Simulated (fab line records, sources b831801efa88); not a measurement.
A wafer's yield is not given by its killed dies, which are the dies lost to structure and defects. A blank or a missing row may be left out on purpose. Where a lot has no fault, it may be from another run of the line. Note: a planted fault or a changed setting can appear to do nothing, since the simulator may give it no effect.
fab line records | flow gf180mcu
record lots=7 wafers=21 last-day=34
route steps=602 shown V5@540
lots with no fault: from the same line, run without faults
start-h: hours from the record's opening day to when the first of the lot's shown wafers began | wait-h: hours since the lot's step before | " same as the row above | L1.1+2: a single row standing in for several wafers | - no value present, or no start provided | * or withheld: withheld | < > ~ a bound
route shown NAME@n: NAME is a module with steps in the file, n the number in the route of the first one | usual: mean/standard deviation taken from wafers without a fault | same: alike in all rows | chamber/n: place in a boat | sites: each site's reading | _std_site: standard deviation of those values | _edge_site: mean of outer sites minus mean of inner sites | radius-mm: how far each site lies from the wafer's centre | mask NAME#n: copy n | behind: the most recent tool/chamber to have shaped the wafer | hold: the reason the lot was held/the length of the hold in hours/how it ended | device: the transistor (n, p or np) that didn't switch | end of line: the same wafers' tests at the end of the route | for a step that has no rows: nothing shown but its recipe | killed: dies lost to structure and defects at the first sort, not the wafer's yield | map: dies across one wafer; x = killed, . = not, _ = none there
set.NAME: the run value of the setting; set.NAME@STEP: its run value at that earlier step | model.NAME: the simulator's own value behind a step, which no gauge read
a table for each step, a row for each wafer; lots at some steps of the route
services: a tool's chamber out of use, with start hour (start-h, from the record's first day; less than 0 if before it), hours out, and reason
## steps
# step GF_V5_CVD_00
# recipe material=SiO2 target-thk-nm=300 sigma-open-frac=0.3 temp-c=400 time-s=50 sih4-flow-sccm=60 pressure-mtorr=6
# step GF_V5_THK_MEAS_01
# recipe reads=SiO2_of_V5_CVD_00
# usual V5_CVD_00_THK=300.6/2.8
# columns lot.wafer tool chamber start-h wait-h V5_CVD_00_THK[nm]
L247.1 film-metro-01 - 609.13 0.0 297.5
L247.2 " - " " 301.6
L247.3 " - " " 298.5
L260.2 film-metro-02 - 711.99 0.0 299.5
L260.4 " - " " 304.4
L260.6 " - " " 301.0
L261.1 film-metro-02 - 714.66 0.0 301.8
L261.2 " - " " 301.9
L261.4 " - " " 304.5
L262.2 film-metro-04 - 726.73 0.0 299.6
L262.3 " - " " 299.9
L262.4 " - " " 302.1
L265.1 film-metro-02 - 745.94 0.1 299.0
L265.2 " - " " 301.0
L265.3 " - " " 304.0
L264.1 film-metro-02 - 747.28 0.0 298.0
L264.2 " - " " 299.2
L264.6 " - " " 300.3
L267.3 film-metro-02 - 756.04 0.0 302.3
L267.4 " - " " 299.3
L267.5 " - " " 303.2
# step GF_V5_CVD_02
# recipe material=SiO2 target-thk-nm=1450 precursor=TEOS temp-c=400 time-s=163.28 rf-w=600
# usual heater-power-w=657/85 susceptor-temp-C=400.03/0.23
# columns lot.wafer tool chamber start-h wait-h heater-power-w since-wet-clean-h susceptor-temp-C
L247.1 pecvd-01 2 609.19 0.1 780 643 400.15
L247.2 " 0 " " 662 643 399.83
L247.3 " 1 " " 731 643 400.17
L260.2 pecvd-04 1 712.04 0.0 684 101 399.56
L260.4 " 2 " " 570 - 400.29
L260.6 " 1 " " 729 - 399.90
L261.1 pecvd-01 0 714.72 0.1 645 748 399.80
L261.2 " 2 " " 761 748 400.05
L261.4 " 2 " " 626 - 400.09
L262.2 pecvd-04 0 726.78 0.0 619 116 400.01
L262.3 " 1 " " 707 116 400.18
L262.4 " 1 " " 745 - 399.45
L265.1 pecvd-04 0 746.00 0.1 736 135 399.91
L265.2 " 2 " " 510 135 399.96
L265.3 " 1 " " 632 135 399.30
L264.1 pecvd-01 0 747.34 0.1 606 781 400.27
L264.2 " 1 " " 671 781 400.06
L264.6 " 1 " " 743 - 400.02
L267.3 pecvd-01 1 756.08 0.0 730 790 400.17
L267.4 " 1 " " 598 - 400.16
L267.5 " 2 " " 749 - 400.19
# step GF_V5_THK_MEAS_03
# recipe reads=SiO2_of_V5_CVD_02
# usual V5_CVD_02_THK=1447/17
# columns lot.wafer tool chamber start-h wait-h V5_CVD_02_THK[nm]
L247.1 film-metro-04 - 609.30 0.1 1437
L247.2 " - " " 1450
L247.3 " - " " 1441
L260.2 film-metro-02 - 712.16 0.1 1432
L260.4 " - " " 1460
L260.6 " - " " 1452
L261.1 film-metro-02 - 714.83 0.1 1442
L261.2 " - " " 1430
L261.4 " - " " 1455
L262.2 film-metro-02 - 726.90 0.1 1445
L262.3 " - " " 1452
L262.4 " - " " 1466
L265.1 film-metro-01 - 746.11 0.1 1450
L265.2 " - " " 1440
L265.3 " - " " 1428
L264.1 film-metro-04 - 747.45 0.1 1439
L264.2 " - " " 1449
L264.6 " - " " 1450
L267.3 film-metro-02 - 756.20 0.1 1435
L267.4 " - " " 1451
L267.5 " - " " 1442
# step GF_V5_CMP_04
# recipe material=SiO2 down-force-psi=4 platen-rpm=60 pad-velocity-m-s=0.94248
# usual motor-current-A=13.3/0.71
# columns lot.wafer tool chamber start-h wait-h motor-current-A
L247.3 cmp-02 0 609.36 0.0 13.2
L247.2 " 1 " " 13.5
L247.1 " 3 " " 14.1
L260.4 cmp-01 0 712.26 0.1 13.3
L260.2 " 1 " " 12.3
L260.6 " 3 " " 12.8
L261.1 cmp-02 0 714.89 0.1 14.0
L261.4 " 1 " " 13.0
L261.2 " 2 " " 12.9
L262.3 cmp-01 1 726.95 0.0 13.1
L262.2 " 2 " " 12.0
L262.4 " 3 " " 12.6
L265.1 cmp-01 2 746.36 0.2 11.6
L265.3 " 3 " " 13.0
L265.2 " 0 " " 13.4
L264.1 cmp-01 3 747.51 0.1 13.5
L264.2 " 0 " " 13.8
L264.6 " 3 " " 13.0
L267.3 cmp-02 2 756.24 0.0 13.3
L267.4 " 0 " " 13.5
L267.5 " 3 " " 14.3
# step GF_V5_BOW_MEAS_05
# recipe mode=bow
# usual V5_BOW=132/10
# columns lot.wafer tool chamber start-h wait-h V5_BOW[um]
L247.1 film-metro-02 - 609.66 0.1 140
L247.2 " - " " 131
L247.3 " - " " 124
L260.2 film-metro-02 - 712.53 0.2 128
L260.4 " - " " 133
L260.6 " - " " 131
L261.1 film-metro-01 - 715.20 0.3 125
L261.2 " - " " 135
L261.4 " - " " 135
L262.2 film-metro-01 - 727.27 0.2 135
L262.3 " - " " 130
L262.4 " - " " 138
L265.1 film-metro-02 - 746.61 0.2 121
L265.2 " - " " 126
L265.3 " - " " 134
L264.1 film-metro-02 - 747.81 0.2 127
L264.2 " - " " 117
L264.6 " - " " 121
L267.3 film-metro-01 - 756.58 0.3 137
L267.4 " - " " 133
L267.5 " - " " 122
# step GF_V5_DEHYDRATE_06
# recipe temp-c=200 time-s=60
# step GF_V5_HMDS_07
# recipe prime-time-s=60 prime-temp-c=120
# step GF_V5_COAT_08
# recipe resist=BARC temp-c=withheld time-s=withheld spin-rpm=withheld resist-thk-nm=withheld
# step GF_V5_COAT_09
# recipe resist=KrF spin-rpm=withheld resist-thk-nm=1000
# step GF_V5_SOFTBAKE_10
# recipe temp-c=130 time-s=60 resist=KrF
# step GF_V5_EXPOSE_11
# recipe mask-id=Via5 target-cd-nm=260 na=0.68 source-shape=conventional sigma-outer=0.6 dose-mj=38
# step GF_V5_PEB_12
# recipe peb-temp-c=135 peb-time-s=94.44 resist=KrF
# usual chill-plate-temp-C=23.02/0.091 exhaust-pa=45.0/0.88 plate-sensor-t-centre-C=136.13/0.0099 plate-sensor-t-edge-C=136.29/0.0093
# columns lot.wafer tool chamber start-h wait-h chill-plate-temp-C exhaust-pa plate-sensor-t-centre-C plate-sensor-t-edge-C
L247.1 litho-track-04 0 629.50 - 23.05 43.9 136.13 136.29
L247.2 " 0 " " 22.95 44.9 136.14 136.3
L247.3 " 0 " " 22.92 44.0 136.14 136.29
L260.2 litho-track-02 - 729.49 - - - - -
L260.4 " - " " - - - -
L260.6 " - " " - - - -
L261.1 litho-track-04 - 732.90 - - - - -
L261.2 " - " " - - - -
L261.4 " - " " - - - -
L262.2 litho-track-02 - 743.64 - - - - -
L262.3 " - " " - - - -
L262.4 " - " " - - - -
L265.1 litho-track-04 0 762.70 - 23.15 45.4 136.14 136.3
L265.2 " 0 " " 23.17 45.7 136.12 136.29
L265.3 " 0 " " 23.08 46.2 136.12 136.3
L264.1 litho-track-04 0 764.45 - 22.97 44.9 136.13 136.29
L264.2 " 0 " " 23.11 44.0 136.13 136.29
L264.6 " 0 " " 23.15 44.0 136.12 136.29
L267.3 litho-track-01 0 772.64 - 23.08 45.2 136.13 136.29
L267.4 " 0 " " 23.01 44.5 136.14 136.28
L267.5 " 0 " " 23.04 45.5 136.12 136.3
# step GF_V5_DEVELOP_13
# recipe develop-time-s=60 resist=KrF dev-temp-c=21
## services
# columns tool chamber start-h hours kind
cmp-02 - 593.05 4.1 repair
pecvd-04 - 596.81 14.0 pm
pecvd-04 0 596.81 14.0 vent-cycle
pecvd-04 1 596.81 14.0 vent-cycle
pecvd-04 2 596.81 14.0 vent-cycle
pecvd-04 0 610.81 - clean
pecvd-04 1 610.81 - clean
pecvd-04 2 610.81 - clean
pecvd-01 - 612.58 2.8 pm
cmp-02 - 618.42 6.4 repair
cmp-01 - 618.97 20.4 repair
pecvd-01 - 645.03 1.4 repair
cmp-02 - 648.27 1.9 repair
cmp-01 - 654.07 3.7 pm
pecvd-01 - 661.37 6.0 pm
litho-track-01 - 661.81 - consumable-replace:filter
cmp-02 - 708.17 0.9 repair
pecvd-01 1 716.08 12.7 repair
cmp-02 - 744.09 4.0 pm
cmp-02 - 748.09 - consumable-replace:conditioner
cmp-02 - 748.09 - consumable-replace:pad
cmp-02 - 748.09 3.8 pm
## key
first-sign step=GF_V5_PEB_12 reading=tool-record direction=missing
effect none on later readings
met-at GF_V5_PEB_12
struck-wafers L260.2,L260.4,L260.6,L261.1,L261.2,L261.4,L262.2,L262.3,L262.4
later-rows-left-out L260.2,L260.4,L260.6,L261.1,L261.2,L261.4,L262.2,L262.3,L262.4
sort-left-out L260.2,L260.4,L260.6,L261.1,L261.2,L261.4,L262.2,L262.3,L262.4
onset-between 629.50 729.49
fault kind=skipped-step-whole tool=litho-track-02,litho-track-04 chamber=- onset-h=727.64 steps=GF_V5_PEB_12 scope=struck-lots-only
# sort-left-out: the simulated sort isn't trusted on such a fault, so these wafers' sort isn't shown, and their yield isn't known
# later-rows-left-out: the simulator's readings of these wafers behind a module that went badly wrong aren't trusted and aren't shown, but for the sort
